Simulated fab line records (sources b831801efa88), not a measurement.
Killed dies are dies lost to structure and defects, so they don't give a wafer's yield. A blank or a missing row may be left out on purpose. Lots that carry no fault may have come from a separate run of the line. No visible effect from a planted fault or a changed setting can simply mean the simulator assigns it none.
Chamber matching | flow gf180mcu | GF_V5_CVD_02 on pecvd-01: 3 sister chambers
The step deposits SiO2 from TEOS, target thk 1450 nm, time 163.28 s. 6 wafers are shown with their chamber, then 10 later ones without.

## WAFERS WITH THEIR CHAMBER
wafer  | chamber | heater-power-w (W) | heater-power-outer-w (W)
L083.1 | 0       | 705                | 388
L086.1 | 2       | 766                | 463
L086.2 | 1       | 655                | 416
L086.3 | 0       | 638                | 339
L087.1 | 1       | 619                | 370
L087.3 | 2       | 772                | 482

## WAFERS WITH NO CHAMBER GIVEN
wafer  | heater-power-w (W) | heater-power-outer-w (W)
L087.6 | 679                | 421
L091.1 | 640                | 393
L091.2 | 713                | 402
L091.3 | 882                | 566
L092.2 | 693                | 421
L092.3 | 752                | 439
L092.6 | 610                | 325
L097.3 | 611                | 357
L097.4 | 658                | 426
L097.6 | 723                | 426

## WHICH CHAMBER EACH ONE RAN IN
wafer  | from the rows above          | in truth
L087.6 | can't be placed: 1 or 0 or 2 | 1
L091.1 | can't be placed: 1 or 0      | 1
L091.2 | can't be placed: 0 or 1 or 2 | 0
L091.3 | 2                            | 2
L092.2 | can't be placed: 1 or 0 or 2 | 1
L092.3 | 2                            | 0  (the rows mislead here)
L092.6 | can't be placed: 0 or 1      | 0
L097.3 | can't be placed: 1 or 0      | 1
L097.4 | can't be placed: 1 or 0      | 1
L097.6 | can't be placed: 2 or 0 or 1 | 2
Placed correctly: 1 of 10. These rows do not allow placing 8 (true chamber among the candidates in 8). Placed wrongly: 1.
How it was worked out, from the rows above alone: a wafer's distance from a chamber is the root of the sum, over the readings, of the square of ((its reading less the chamber's mean) divided by the reading's scatter). If the next closest chamber is less than 2 further off than the closest, the wafer can't be placed; otherwise it belongs to the closest. The mean given for a chamber averages the wafers shown for that chamber. The scatter: the root of (the sum of the squares of (reading less its chamber's mean) over the shown wafers, divided by (wafers less chambers)).
